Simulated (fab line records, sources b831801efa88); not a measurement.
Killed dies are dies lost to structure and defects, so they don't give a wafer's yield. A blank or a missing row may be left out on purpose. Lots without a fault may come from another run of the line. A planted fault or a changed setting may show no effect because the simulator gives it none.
fab line records | flow sky130
record lots=6 wafers=18 last_day=52
route steps=708 shown GATE_OXIDE@197 POLY_GATE@204 RES_PROTECT@206 PAD_OPEN@708
lots that met no fault: from a run of the same line without faults
start_h: hours from the record's first day to the start of the lot's first wafer shown | wait_h: hours since the lot's step before | " the same as in the row above | L1.1+2: a row that stands for several wafers | - no value, or no start given | * or withheld: withheld | < > ~ a bound
route shown NAME@n: a module of which the file shows steps, and the number in the route of the first | usual: mean/standard deviation of fault-free wafers | same: alike in all rows | chamber/n: place in a boat | sites: the reading at each site | _std_site: their standard deviation | _edge_site: outer sites' mean less inner sites' | radius_mm: how far each site lies from the wafer's centre | mask NAME#n: copy n | behind: the tool/chamber that last shaped the wafer | hold: why the lot was held/for how many hours/how that ended | device: the transistor (n, p or np) that didn't switch | end of line: the same wafers' tests at the end of the route | a step without rows: its recipe alone | killed: dies lost to structure and defects at the first sort, not the wafer's yield | map: a wafer's dies, x killed, . not, _ none there
set.NAME: the setting as run; set.NAME@STEP: as run at that earlier step | model.NAME: the simulator's own value behind a step, which no gauge read
lots at some steps of the route; a table a step, a row a wafer
services: from which hour (start_h, from the record's first day; less than 0 if before it) a tool's chamber was out of use, for how many hours, and why
## steps
# step SKY_GATE_OXIDE_OVL_MEAS_10
# usual GATE_OXIDE_OVL=1.3/1.2
# columns lot.wafer tool chamber start_h wait_h GATE_OXIDE_OVL[nm]
L220.1 overlay-01 - 332.70 0.1 0.1
L220.2 " - " " 0.8
L220.3 " - " " 1.0
L231.1 overlay-02 - 432.60 0.1 1.6
L231.2 " - " " 2.1
L231.3 " - " " 0.4
L233.2 overlay-02 - 447.70 0.1 1.2
L233.3 " - " " 2.1
L233.5 " - " " 1.8
L234.3 overlay-01 - 461.70 0.1 2.5
L234.4 " - " " 0.2
L234.5 " - " " 2.0
L236.1 overlay-01 - 488.04 0.1 1.2
L236.3 " - " " 2.9
L236.6 " - " " 3.3
L241.2 overlay-02 - 524.10 0.1 2.5
L241.4 " - " " 0.8
L241.5 " - " " 1.0
# step SKY_GATE_OXIDE_IMPLANT_11
# recipe species=B energy_kev=10 dose_cm2=2.6e+12 tilt_deg=withheld
# step SKY_GATE_OXIDE_WET_ETCH_12
# recipe chemistry=dHF target_depth_nm=16.8 dry=n2_spin target=SiO2 dilution=100:1 temp_c=25 time_s=336
# step SKY_GATE_OXIDE_STRIP_13
# recipe chemistry=O2/N2 power_w=1400 pressure_mtorr=1500 platen_temp_c=withheld o2_flow_sccm=3000 n2_flow_sccm=300 overash_fraction=0.5
# usual drypump_motor_current_A=5.9/0.56 oes_product_au=0.715/0.005 strip_time_to_endpoint_s=14.19/0.041
# columns lot.wafer tool chamber start_h wait_h drypump_motor_current_A oes_product_au rf_hours_counter_h strip_time_to_endpoint_s
L220.1 plasma_asher-04 1 332.99 0.0 5.7 0.713 22 14.09
L220.2 " 0 " " 6.0 0.720 22 14.06
L220.3 " 1 " " 5.7 0.712 - 14.08
L231.1 plasma_asher-03 1 432.90 0.0 6.7 0.712 0 14.21
L231.2 " 0 " " 5.0 0.710 0 14.21
L231.3 " 0 " " 5.0 0.726 - 14.20
L233.2 plasma_asher-04 0 447.99 0.0 6.0 0.719 34 14.25
L233.3 " 1 " " 5.7 0.718 - 14.13
L233.5 " 0 " " 6.0 0.724 - 14.25
L234.3 plasma_asher-01 0 462.01 0.0 5.8 0.713 - 14.20
L234.4 " 1 " " 6.0 0.715 - 14.20
L234.5 " 1 " " 6.0 0.714 - 14.23
L236.1 plasma_asher-04 1 488.33 0.0 5.7 0.719 38 14.21
L236.3 " 0 " " 6.1 0.722 - 14.16
L236.6 " 1 " " 5.7 0.721 - 14.19
L241.2 plasma_asher-04 0 524.40 0.0 6.0 0.710 42 14.16
L241.4 " 1 " " 5.7 0.719 - 14.14
L241.5 " 0 " " 6.0 0.714 - 14.17
# step SKY_GATE_OXIDE_TW_MEAS_14
# usual GATE_OXIDE_TW=223.2/1.5
# columns lot.wafer tool chamber start_h wait_h GATE_OXIDE_TW
L220.1 film_metro-03 - 333.09 0.1 220.2
L220.2 " - " " 221.1
L220.3 " - " " 220.9
L231.1 film_metro-01 - 433.00 0.1 223.1
L231.2 " - " " 222.3
L231.3 " - " " 221.2
L233.2 film_metro-03 - 448.10 0.1 220.7
L233.3 " - " " 221.3
L233.5 " - " " 221.5
L234.3 film_metro-03 - 462.10 0.1 221.6
L234.4 " - " " 222.2
L234.5 " - " " 223.0
L236.1 film_metro-03 - 488.43 0.1 222.7
L236.3 " - " " 222.1
L236.6 " - " " 223.2
L241.2 film_metro-04 - 524.51 0.1 222.3
L241.4 " - " " 223.2
L241.5 " - " " 225.0
# step SKY_GATE_OXIDE_CLEAN_15
# recipe chemistry=SC1/SC2 mix=1:4:20 temp_c=70 time_s=150 dry=n2_spin
# step SKY_GATE_OXIDE_OXIDATION_16
# recipe temp_c=800 ambient=O2 idle_temp_c=700 ramp_up_c_per_min=10 ramp_down_c_per_min=3 stabilise_s=600 purge_s=300 target_thk_a=35.7 ox_time_s=1915
# step SKY_POLY_GATE_CVD_00
# recipe material=poly-Si target_thk_nm=180 temp_c=620 time_s=720 pressure_mtorr=200
# step SKY_POLY_GATE_THK_MEAS_01
# recipe reads=poly-Si_of_POLY_GATE_CVD_00
# usual POLY_GATE_CVD_00_THK=179.2/1.7
# columns lot.wafer tool chamber start_h wait_h POLY_GATE_CVD_00_THK[nm]
L220.1 film_metro-04 - 336.16 0.0 183.6
L220.2 " - " " 181.3
L220.3 " - " " 183.1
L231.1 film_metro-02 - 435.84 0.0 180.1
L231.2 " - " " 179.5
L231.3 " - " " 180.3
L233.2 film_metro-01 - 451.58 0.0 179.1
L233.3 " - " " 180.3
L233.5 " - " " 179.1
L234.3 film_metro-02 - 465.90 0.0 180.6
L234.4 " - " " 181.4
L234.5 " - " " 180.9
L236.1 film_metro-02 - 492.17 0.0 177.3
L236.3 " - " " 177.7
L236.6 " - " " 177.9
L241.2 film_metro-01 - 527.68 0.0 178.4
L241.4 " - " " 178.8
L241.5 " - " " 179.2
# step SKY_RES_PROTECT_DEHYDRATE_00
# recipe temp_c=200 time_s=60
# step SKY_RES_PROTECT_HMDS_01
# recipe prime_time_s=60 prime_temp_c=120
# step SKY_RES_PROTECT_COAT_02
# recipe resist=NOVOLAK spin_rpm=3000 resist_thk_nm=1140
# step SKY_RES_PROTECT_SOFTBAKE_03
# recipe temp_c=90 time_s=60 resist=NOVOLAK
# usual heater_power_total_W=56.59/0.045 resist_line_temp_C=22.99/0.09 run_length_s=89.27/0.22
# columns lot.wafer tool chamber start_h wait_h heater_power_total_W resist_line_temp_C run_length_s
L220.1 litho_track-02 0 350.39 0.1 56.65 22.88 89.65
L220.2 " 0 " " 56.58 23.13 89.69
L220.3 " 0 " " 56.63 22.96 89.50
L231.1 litho_track-04 0 452.34 0.1 56.54 22.95 89.08
L231.2 " 0 " " 75.00 23.17 53.95
L231.3 " 0 " " 74.90 23.14 54.08
L233.2 litho_track-04 0 467.52 0.1 74.91 23.06 54.11
L233.3 " 0 " " 74.84 23.04 53.93
L233.5 " 0 " " 56.57 22.97 89.15
L234.3 litho_track-02 0 482.14 0.1 56.61 22.85 89.65
L234.4 " 0 " " 56.57 23.12 89.45
L234.5 " 0 " " 56.61 22.94 89.71
L236.1 litho_track-03 0 509.04 0.1 56.63 22.94 89.07
L236.3 " 0 " " 56.63 23.01 88.99
L236.6 " 0 " " 56.61 22.83 89.38
L241.2 litho_track-04 0 544.27 0.1 56.63 23.07 89.11
L241.4 " 0 " " 56.61 23.14 89.02
L241.5 " 0 " " 56.64 23.10 89.06
# step SKY_RES_PROTECT_EXPOSE_04
# recipe mask_id=RPM na=0.6 source_shape=conventional sigma_outer=0.6 polarization=unpolarized target_cd_nm=1270 dose_mj=131
# step SKY_RES_PROTECT_PEB_05
# recipe temp_c=withheld time_s=* resist=NOVOLAK
# step SKY_RES_PROTECT_DEVELOP_06
# recipe resist=NOVOLAK developer=TMAH develop_time_s=60 dev_temp_c=23
# usual resist_line_temp_C=23.00/0.099
# same develop_time_s=60
# columns lot.wafer tool chamber start_h wait_h resist_line_temp_C model.NOVOLAK_of_RES_PROTECT_COAT_02.thk_nm
L220.1 litho_track-02 0 364.89 0.1 22.87 1140
L220.2 " 0 " " 22.97 1137
L220.3 " 0 " " 22.82 1141
L231.1 litho_track-04 0 469.04 0.1 22.76 1141
L231.2 " 0 " " 22.95 1165
L231.3 " 0 " " 23.04 1164
L233.2 litho_track-02 0 484.02 0.1 23.14 1163
L233.3 " 0 " " 23.01 1161
L233.5 " 0 " " 22.94 1140
L234.3 litho_track-04 0 497.99 0.1 22.95 1145
L234.4 " 0 " " 23.02 1146
L234.5 " 0 " " 23.04 1143
L236.1 litho_track-03 0 524.69 0.1 23.05 1143
L236.3 " 0 " " 22.94 1141
L236.6 " 0 " " 23.12 1144
L241.2 litho_track-02 0 559.82 0.1 22.95 1132
L241.4 " 0 " " 22.95 1135
L241.5 " 0 " " 22.89 1138
# step SKY_POLY_GATE_IMPLANT_02
# recipe species=P energy_kev=29.78 dose_cm2=7.7e+15 tilt_deg=0
# step SKY_RES_PROTECT_STRIP_07
# recipe chemistry=O2/N2 power_w=1400 pressure_mtorr=1500 platen_temp_c=withheld o2_flow_sccm=3000 n2_flow_sccm=300 overash_fraction=0.5
# usual drypump_motor_current_A=5.8/0.51 oes_product_au=0.519/0.0047 strip_time_to_endpoint_s=23.23/0.049
# columns lot.wafer tool chamber start_h wait_h drypump_motor_current_A oes_product_au rf_hours_counter_h strip_time_to_endpoint_s
L220.1 plasma_asher-01 1 365.19 0.1 6.0 0.524 53 23.21
L220.2 " 0 " " 5.8 0.523 53 23.19
L220.3 " 0 " " 5.8 0.522 - 23.24
L231.1 plasma_asher-01 1 469.34 0.1 6.0 0.523 61 23.22
L231.2 " 0 " " 5.8 0.522 61 23.46
L231.3 " 0 " " 5.8 0.520 - 23.44
L233.2 plasma_asher-01 0 484.29 0.1 5.8 0.522 63 23.41
L233.3 " 1 " " 6.0 0.526 - 23.42
L233.5 " 0 " " 5.8 0.517 - 23.20
L234.3 plasma_asher-02 1 498.28 0.1 6.0 0.513 - 23.27
L234.4 " 0 " " 5.6 0.530 - 23.26
L234.5 " 0 " " 5.6 0.521 - 23.22
L236.1 plasma_asher-02 0 525.10 0.1 5.5 0.521 74 23.23
L236.3 " 1 " " 6.0 0.511 - 23.24
L236.6 " 1 " " 6.0 0.518 - 23.27
L241.2 plasma_asher-03 1 560.09 0.1 6.7 0.525 13 23.18
L241.4 " 1 " " 6.7 0.514 - 23.21
L241.5 " 0 " " 5.0 0.518 - 23.24
# step SKY_RES_PROTECT_TW_MEAS_08
# usual POLY_GATE_TW=4017/34
# columns lot.wafer tool chamber start_h wait_h POLY_GATE_TW
L220.1 film_metro-02 - 365.29 0.1 4025
L220.2 " - " " 4029
L220.3 " - " " 4023
L231.1 film_metro-04 - 469.44 0.1 4025
L231.2 " - " " 4059
L231.3 " - " " 4047
L233.2 film_metro-02 - 484.40 0.1 3991
L233.3 " - " " 3998
L233.5 " - " " 4001
L234.3 film_metro-04 - 498.36 0.1 4040
L234.4 " - " " 4050
L234.5 " - " " 4018
L236.1 film_metro-02 - 525.20 0.1 4026
L236.3 " - " " 4041
L236.6 " - " " 4040
L241.2 film_metro-03 - 560.20 0.1 3975
L241.4 " - " " 3970
L241.5 " - " " 3981
# step SKY_PAD_OPEN_PROBE_99
# usual killed_at_M0_to_M3=44/7.1 killed_at_M4_up=3.3/1.9 killed_at_contacts=24/5.3 killed_at_front_end=15/4.5 killed_at_other=0.3/0.55 killed_dies=86/9.5 killed_open=46/7.3 killed_short=39/6.4
# same gross_dies=492 killed_at_back_side=0
# columns lot.wafer tool chamber start_h wait_h killed_at_M0_to_M3 killed_at_M4_up killed_at_contacts killed_at_front_end killed_at_other killed_dies killed_open killed_short
L231.1 prober-01 - 1198.11 0.1 49 2 27 22 0 100 45 55
L231.2 prober-01 - 1198.16 0.1 50 6 13 19 0 88 54 34
L231.3 prober-01 - 1198.21 0.2 59 9 23 13 1 105 55 50
L233.2 prober-01 - 1204.69 0.1 39 0 27 8 0 74 41 33
L233.3 prober-01 - 1204.74 0.2 42 1 20 27 1 91 46 45
L233.5 prober-01 - 1204.84 0.2 57 1 29 11 0 98 49 49
# killed by level:class
L231.1 VIA1:geometric_particle:short=11 VIA1:geometric_particle:open=11 CONTACT:geometric_particle:open=10 METAL1:geometric_particle:short=9 LI_CONTACT:geometric_particle:open=7 METAL2:geometric_particle:short=5 CONTACT:geometric_particle:short=5 FIELD_ISO:geometric_particle:short=4
L231.2 VIA1:geometric_particle:open=14 VIA2:geometric_particle:open=9 FIELD_ISO:geometric_particle:open=6 VIA2:geometric_particle:short=6 VIA1:geometric_particle:short=6 FIELD_ISO:geometric_particle:short=5 VIA3:geometric_particle:open=5 CONTACT:geometric_particle:short=4
L231.3 VIA1:geometric_particle:open=13 METAL2:geometric_particle:short=12 LI_CONTACT:geometric_particle:open=8 CONTACT:geometric_particle:open=7 METAL3:geometric_particle:short=7 VIA3:geometric_particle:open=6 METAL1:geometric_particle:short=5 VIA2:geometric_particle:open=5
L233.2 VIA1:geometric_particle:open=11 CONTACT:geometric_particle:open=10 LI_CONTACT:geometric_particle:open=8 METAL1:geometric_particle:short=7 METAL3:geometric_particle:short=4 VIA1:geometric_particle:short=4 VIA2:geometric_particle:open=4 LI_CONTACT:geometric_particle:short=3
L233.3 VIA1:geometric_particle:open=8 VIA1:geometric_particle:short=6 POLY_GATE:geometric_particle:open=5 LI_CONTACT:geometric_particle:short=5 LI_CONTACT:geometric_particle:open=5 VIA2:geometric_particle:open=5 VIA3:geometric_particle:open=5 FIELD_ISO:geometric_particle:short=4
L233.5 VIA1:geometric_particle:open=10 VIA1:geometric_particle:short=9 CONTACT:geometric_particle:open=8 VIA3:geometric_particle:open=8 LI_CONTACT:geometric_particle:open=7 CONTACT:geometric_particle:short=7 METAL1:geometric_particle:short=7 METAL2:geometric_particle:short=7
## services
# columns tool chamber start_h hours kind
litho_track-03 - 360.90 - consumable_replace:filter
plasma_asher-03 - 374.58 0.4 repair
plasma_asher-01 - 390.63 14.6 pm
plasma_asher-01 - 409.35 3.8 repair
plasma_asher-03 - 421.30 9.0 pm
plasma_asher-03 0 421.30 9.0 vent_cycle
plasma_asher-03 1 421.30 9.0 vent_cycle
plasma_asher-03 0 430.30 - clean
plasma_asher-03 1 430.30 - clean
plasma_asher-01 - 457.41 1.6 repair
litho_track-02 - 464.00 - consumable_replace:filter
plasma_asher-01 - 498.07 8.0 pm
## key
first_sign step=SKY_RES_PROTECT_SOFTBAKE_03 reading=heater_power_total_W direction=up sigmas=99+ usual=* struck=*
effect step=SKY_RES_PROTECT_SOFTBAKE_03 reading=run_length_s direction=down sigmas=99+ usual=* struck=*
effect step=SKY_RES_PROTECT_STRIP_07 reading=strip_time_to_endpoint_s direction=up sigmas=4.1 usual=* struck=*
model_effect step=SKY_RES_PROTECT_DEVELOP_06 value=NOVOLAK_of_RES_PROTECT_COAT_02.thk_nm without=1138 struck=1163
met_at SKY_RES_PROTECT_SOFTBAKE_03
struck_wafers L231.2,L231.3,L233.2,L233.3
tester_left_out L231,L233
fault kind=process_parameter_drift tool=litho_track-04 chamber=- onset_h=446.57 steps=SKY_RES_PROTECT_SOFTBAKE_03 channel=time_s offset=* shape=step end_h=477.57 scope=struck_wafers_only acts_in=* stated=*
# tester_left_out: of these lots the tester's yield and bins aren't shown, on N5 and GAA mostly nor the transistor test; their killed dies are dies lost to structure and defects alone, not to doping, threshold or leakage, so they don't give the yield
